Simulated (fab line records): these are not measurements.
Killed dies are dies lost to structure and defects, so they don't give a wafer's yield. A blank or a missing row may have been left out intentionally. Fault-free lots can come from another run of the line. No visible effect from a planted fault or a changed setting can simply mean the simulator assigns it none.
fab line records -- flow sky130
record: lots: 12, wafers: 36, last-day: 49
route steps=708 shown FIELD_ISO@18 DNWELL@43 NWELL@60 VT_ADJUST_HVTP@96
lots untouched by any fault: they come from a run of this same line in which no faults occurred
start-h: hours from the record's first day to the start of the lot's first wafer shown -- wait-h: how many hours have passed since the lot's step before this one -- " unchanged from the row above -- L1.1+2: one row covering several wafers at once -- - no value, or no start given -- * or withheld: withheld -- < > ~ a bound
route shown NAME@n: names a module that has steps shown in the file, with the first one's number in the route -- usual: mean and standard deviation over wafers with no fault -- same: alike in all rows -- chamber/n: place in a boat -- sites: readings site by site -- _std_site: standard deviation of those values -- _edge_site: the outer-site mean with the inner-site mean subtracted -- radius-mm: how far each site lies from the wafer's centre -- mask NAME#n: copy n -- behind: the last tool/chamber to shape the wafer -- hold: what put the lot on hold/how long, in hours/how the hold closed -- device: names the non-switching transistor (n, p or np) -- end of line: tests run on the same wafers once the route is complete -- a step with no rows: only its recipe -- killed: dies that structure and defects cost at the first sort, which is not the same as the wafer's yield -- map: a wafer's dies, x killed, . not, _ none there
set.NAME: the setting as run; set.NAME@STEP: as run at that earlier step -- model.NAME: the simulator's own value behind a step, which no gauge read
a sample of lots followed through the steps of the route, with each step as a table and each wafer as a row
services: when a tool's chamber went out of use (start-h, in hours from the record's first day, below 0 if earlier), for how many hours, and the reason
== steps ==
step: SKY_FIELD_ISO_ETCH_17
recipe: target-depth-a: 3420, mask-material: Si3N4, chemistry: HBr/Cl2/O2, target: Si, taper-deg: 5, icp-w: 600, bias-w: 150, pressure-mtorr: 15, HBr_flow_sccm: 150, Cl2_flow_sccm: 40, O2_flow_sccm: 6, time-s: 97.7
usual: drypump-motor-current-A: 5.6/0.46, oes-product-au: 1.002/0.0099, throttle-valve-pct: 25.654/0.011
lot.wafer,tool,chamber,start-h,wait-h,drypump-motor-current-A,oes-product-au,rf-hours-counter-h,throttle-valve-pct
L180.2,rie-si-02,1,29.01,0.1,5.2,1.018,2,25.634
L180.4,rie-si-02,2,29.01,0.1,5.7,1.006,69,25.648
L180.6,rie-si-02,0,29.01,0.1,5.0,0.987,-,25.673
L181.3,rie-si-01,0,38.82,0.0,5.0,0.991,70,25.670
L181.4,rie-si-01,2,38.82,0.0,5.4,1.021,116,25.636
L181.5,rie-si-01,1,38.82,0.0,5.8,0.998,-,25.675
L184.1,rie-si-01,1,48.51,0.1,5.8,1.005,110,25.653
L184.5,rie-si-01,3,48.51,0.1,6.4,1.008,-,25.658
L184.6,rie-si-01,2,48.51,0.1,5.4,1.027,-,25.640
L185.2,rie-si-01,2,53.16,0.1,5.4,1.005,116,25.656
L185.3,rie-si-01,0,53.16,0.1,5.0,0.986,70,25.646
L185.4,rie-si-01,1,53.16,0.1,5.8,0.988,110,25.667
L186.1,rie-si-02,3,61.46,0.1,5.8,0.995,76,25.658
L186.2,rie-si-02,1,61.46,0.1,5.2,1.026,2,25.653
L186.3,rie-si-02,2,61.46,0.1,5.7,1.011,70,25.653
L187.2,rie-si-01,3,66.51,0.1,6.4,1.006,107,25.658
L187.5,rie-si-01,1,66.51,0.1,5.8,0.997,-,25.655
L187.6,rie-si-01,0,66.51,0.1,5.0,0.996,-,25.656
L188.1,rie-si-02,3,70.76,0.1,5.7,0.991,76,25.663
L188.2,rie-si-02,0,70.76,0.1,5.0,0.991,74,25.666
L188.5,rie-si-02,3,70.76,0.1,5.7,0.997,-,25.662
L189.3,rie-si-01,3,75.71,0.0,6.4,1.005,107,25.646
L189.4,rie-si-01,1,75.71,0.0,5.8,0.995,110,25.673
L189.6,rie-si-01,1,75.71,0.0,5.8,1.000,-,25.644
L190.1,rie-si-01,0,82.91,0.1,5.0,0.997,70,25.663
L190.4,rie-si-01,3,82.91,0.1,6.4,1.004,107,25.638
L190.5,rie-si-01,3,82.91,0.1,6.4,1.002,-,25.668
L196.1,rie-si-02,1,112.51,0.1,5.2,1.014,2,25.653
L196.3,rie-si-02,2,112.51,0.1,5.7,1.005,70,25.644
L196.5,rie-si-02,1,112.51,0.1,5.2,1.008,-,25.655
L198.1,rie-si-02,1,122.31,0.1,5.3,1.004,3,25.640
L198.3,rie-si-02,2,122.31,0.1,5.8,1.009,70,25.650
L198.6,rie-si-02,2,122.31,0.1,5.8,1.012,-,25.652
L199.1,rie-si-01,0,128.81,0.1,5.0,1.004,71,25.658
L199.2,rie-si-01,1,128.81,0.1,5.8,0.993,111,25.656
L199.6,rie-si-01,0,128.81,0.1,5.0,0.999,-,25.644
step: SKY_DNWELL_STRIP_08
recipe: chemistry: O2/N2, power-w: 1400, pressure-mtorr: 1500, platen-temp-c: withheld, o2-flow-sccm: 3000, n2-flow-sccm: 300, overash-fraction: 0.5
usual: drypump-motor-current-A: 5.5/0.36, oes-product-au: 0.722/0.0042, strip-time-to-endpoint-s: 36.94/0.12
lot.wafer,tool,chamber,start-h,wait-h,drypump-motor-current-A,oes-product-au,rf-hours-counter-h,strip-time-to-endpoint-s
L180.2,plasma-asher-02,1,49.34,0.1,5.1,0.725,35,36.85
L180.4,plasma-asher-02,0,49.34,0.1,5.6,0.720,-,36.88
L180.6,plasma-asher-02,1,49.34,0.1,5.1,0.734,-,36.94
L181.3,plasma-asher-02,0,67.62,0.1,5.6,0.717,-,36.95
L181.4,plasma-asher-02,1,67.62,0.1,5.1,0.721,-,36.96
L181.5,plasma-asher-02,0,67.62,0.1,5.6,0.720,-,36.90
L184.1,plasma-asher-02,1,72.94,0.1,5.1,0.716,38,37.01
L184.5,plasma-asher-02,0,72.94,0.1,5.6,0.721,-,37.14
L184.6,plasma-asher-02,1,72.94,0.1,5.1,0.723,-,37.13
L185.2,plasma-asher-02,0,77.84,0.1,5.5,0.732,38,37.00
L185.3,plasma-asher-02,1,77.84,0.1,5.1,0.722,-,36.96
L185.4,plasma-asher-02,0,77.84,0.1,5.6,0.715,-,36.98
L186.1,plasma-asher-02,1,85.24,0.1,5.1,0.718,39,36.86
L186.2,plasma-asher-02,0,85.24,0.1,5.6,0.720,39,36.84
L186.3,plasma-asher-02,1,85.24,0.1,5.1,0.722,-,36.93
L187.2,plasma-asher-02,1,89.44,0.1,5.1,0.723,40,37.00
L187.5,plasma-asher-02,0,89.44,0.1,5.6,0.722,-,36.89
L187.6,plasma-asher-02,1,89.44,0.1,5.1,0.722,-,36.88
L188.1,plasma-asher-02,0,94.64,0.1,5.6,0.727,41,36.70
L188.2,plasma-asher-02,1,94.64,0.1,5.1,0.723,41,36.84
L188.5,plasma-asher-02,0,94.64,0.1,5.6,0.730,-,36.75
L189.3,plasma-asher-02,0,101.07,0.1,5.6,0.718,-,37.11
L189.4,plasma-asher-02,1,101.07,0.1,5.1,0.724,-,37.04
L189.6,plasma-asher-02,0,101.07,0.1,5.5,0.718,-,37.03
L190.1,plasma-asher-04,0,106.99,0.1,6.3,0.721,45,36.89
L190.4,plasma-asher-04,0,106.99,0.1,6.3,0.728,-,36.87
L190.5,plasma-asher-04,0,106.99,0.1,6.3,0.725,-,36.91
L196.1,plasma-asher-02,0,151.39,0.1,5.6,0.720,46,37.01
L196.3,plasma-asher-02,0,151.39,0.1,5.6,0.721,-,36.87
L196.5,plasma-asher-02,1,151.39,0.1,5.1,0.721,-,36.92
L199.1,plasma-asher-02,0,158.14,0.1,5.5,0.716,47,36.87
L199.2,plasma-asher-02,1,158.14,0.1,5.1,0.720,47,36.79
L199.6,plasma-asher-02,0,158.14,0.1,5.6,0.724,-,36.89
L198.1,plasma-asher-02,1,158.39,0.1,5.1,0.717,47,36.98
L198.3,plasma-asher-02,1,158.39,0.1,5.1,0.726,-,36.95
L198.6,plasma-asher-02,1,158.39,0.1,5.1,0.723,-,36.99
step: SKY_NWELL_EXPOSE_07
recipe: mask-id: NWM, na: 0.6, source-shape: conventional, sigma-outer: 0.6, polarization: unpolarized, target-cd-nm: 840, dose-mj: 255
lot.wafer,tool,chamber,start-h,wait-h,mask
L180.2+4+6,iline-stepper-02,0,73.09,-,NWM#0
L181.3+4+5,iline-stepper-01,0,94.40,-,NWM#0
L184.1+5+6,iline-stepper-01,0,100.09,-,NWM#0
L185.2+3+4,iline-stepper-01,0,104.76,-,NWM#0
L186.1+2+3,iline-stepper-01,0,112.74,-,NWM#0
L187.2+5+6,iline-stepper-01,0,117.19,-,NWM#0
L188.1+2+5,iline-stepper-02,0,121.07,-,NWM#0
L189.3+4+6,iline-stepper-01,0,129.11,-,NWM#0
L190.1+4+5,iline-stepper-01,0,133.19,-,NWM#0
L196.1+3+5,iline-stepper-02,0,181.59,-,NWM#0
L199.1+2+6,iline-stepper-02,0,189.22,-,NWM#0
L198.1+3+6,iline-stepper-02,0,190.01,-,NWM#0
step: SKY_NWELL_OVL_MEAS_10
usual: NWELL_00_OVL: -0.1/1.3
lot.wafer,tool,chamber,start-h,wait-h,NWELL_00_OVL[nm]
L180.2,overlay-01,-,81.10,-,1.9
L180.4,overlay-01,-,81.10,-,1.2
L180.6,overlay-01,-,81.10,-,1.4
L181.3,overlay-02,-,103.45,-,-0.9
L181.4,overlay-02,-,103.45,-,0.5
L181.5,overlay-02,-,103.45,-,0.0
L184.1,overlay-02,-,109.39,-,-1.0
L184.5,overlay-02,-,109.39,-,-1.6
L184.6,overlay-02,-,109.39,-,-0.4
L185.2,overlay-01,-,113.95,-,0.3
L185.3,overlay-01,-,113.95,-,0.1
L185.4,overlay-01,-,113.95,-,0.3
L186.1,overlay-01,-,120.29,-,-113.2
L186.2,overlay-01,-,120.29,-,-112.7
L186.3,overlay-01,-,120.29,-,-112.5
L187.2,overlay-01,-,126.00,-,-113.7
L187.5,overlay-01,-,126.00,-,-113.8
L187.6,overlay-01,-,126.00,-,-115.6
L188.1,overlay-02,-,130.24,-,0.3
L188.2,overlay-02,-,130.24,-,-0.8
L188.5,overlay-02,-,130.24,-,-0.2
L189.3,overlay-02,-,137.15,-,-112.2
L189.4,overlay-02,-,137.15,-,-111.8
L189.6,overlay-02,-,137.15,-,-112.2
L190.1,overlay-02,-,141.69,-,-115.2
L190.4,overlay-02,-,141.69,-,-112.3
L190.5,overlay-02,-,141.69,-,-113.1
L196.1,overlay-02,-,192.04,-,-2.3
L196.3,overlay-02,-,192.04,-,-1.2
L196.5,overlay-02,-,192.04,-,-2.6
L199.1,overlay-02,-,199.79,-,1.0
L199.2,overlay-02,-,199.79,-,1.9
L199.6,overlay-02,-,199.79,-,1.0
L198.1,overlay-02,-,200.54,-,-0.6
L198.3,overlay-02,-,200.54,-,0.4
L198.6,overlay-02,-,200.54,-,0.1
step: SKY_VT_ADJUST_HVTP_TW_MEAS_11
usual: VT_ADJUST_HVTP_TW: 1362/15
lot.wafer,tool,chamber,start-h,wait-h,VT_ADJUST_HVTP_TW
L180.2,film-metro-04,-,118.36,0.1,1375
L180.4,film-metro-04,-,118.36,0.1,1371
L180.6,film-metro-04,-,118.36,0.1,1364
L181.3,film-metro-04,-,139.41,0.1,1373
L181.4,film-metro-04,-,139.41,0.1,1368
L181.5,film-metro-04,-,139.41,0.1,1370
L184.1,film-metro-03,-,147.24,0.1,1339
L184.5,film-metro-03,-,147.24,0.1,1339
L184.6,film-metro-03,-,147.24,0.1,1345
L185.2,film-metro-04,-,152.35,0.1,1376
L185.3,film-metro-04,-,152.35,0.1,1371
L185.4,film-metro-04,-,152.35,0.1,1368
L186.1,film-metro-04,-,158.45,0.1,1374
L186.2,film-metro-04,-,158.45,0.1,1365
L186.3,film-metro-04,-,158.45,0.1,1365
L187.2,film-metro-03,-,163.95,0.1,1344
L187.5,film-metro-03,-,163.95,0.1,1349
L187.6,film-metro-03,-,163.95,0.1,1345
L188.1,film-metro-02,-,170.94,0.1,1373
L188.2,film-metro-02,-,170.94,0.1,1371
L188.5,film-metro-02,-,170.94,0.1,1367
L189.3,film-metro-04,-,179.52,0.1,1383
L189.4,film-metro-04,-,179.52,0.1,1387
L189.6,film-metro-04,-,179.52,0.1,1383
L190.1,film-metro-04,-,183.44,0.1,1372
L190.4,film-metro-04,-,183.44,0.1,1379
L190.5,film-metro-04,-,183.44,0.1,1375
L196.1,film-metro-03,-,236.70,0.1,1345
L196.3,film-metro-03,-,236.70,0.1,1347
L196.5,film-metro-03,-,236.70,0.1,1339
L199.1,film-metro-04,-,243.59,0.1,1368
L199.2,film-metro-04,-,243.59,0.1,1370
L199.6,film-metro-04,-,243.59,0.1,1367
L198.1,film-metro-04,-,246.49,0.1,1366
L198.3,film-metro-04,-,246.49,0.1,1360
L198.6,film-metro-04,-,246.49,0.1,1372
== services ==
tool,chamber,start-h,hours,kind
iline-stepper-02,-,25.21,1.7,pm
rie-si-02,-,25.55,0.7,repair
rie-si-02,0,49.22,1.2,repair
rie-si-01,2,56.78,11.5,repair
rie-si-01,2,112.09,9.6,repair
plasma-asher-02,-,114.53,4.2,repair
rie-si-01,-,124.26,2.9,repair
iline-stepper-02,-,124.49,12.8,repair
rie-si-01,1,146.45,3.5,repair
iline-stepper-01,-,148.49,1.7,pm
iline-stepper-01,-,188.96,9.7,repair
== key ==
first-sign: step: SKY_NWELL_OVL_MEAS_10, reading: NWELL_00_OVL, direction: down, sigmas: 86, usual: -0.1, struck: -113.2
effect none on later readings
met-at SKY_NWELL_EXPOSE_07
struck-lots L186,L187,L189,L190
tester-left-out L186,L187,L189,L190
not-acting-at SKY_FIELD_ISO_ETCH_17,SKY_DNWELL_STRIP_08,SKY_VT_ADJUST_HVTP_TW_MEAS_11
onset-between 104.76 112.74
fault: kind: scanner-matching-overlay, tool: iline-stepper-01, chamber: -, onset-h: 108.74, steps: SKY_NWELL_EXPOSE_07, offset: -112.42
tester-left-out: of these lots the tester's yield and bins aren't shown, on N5 and GAA mostly nor the transistor test; their killed dies are dies lost to structure and defects alone, not to doping, threshold or leakage, so they don't give the yield
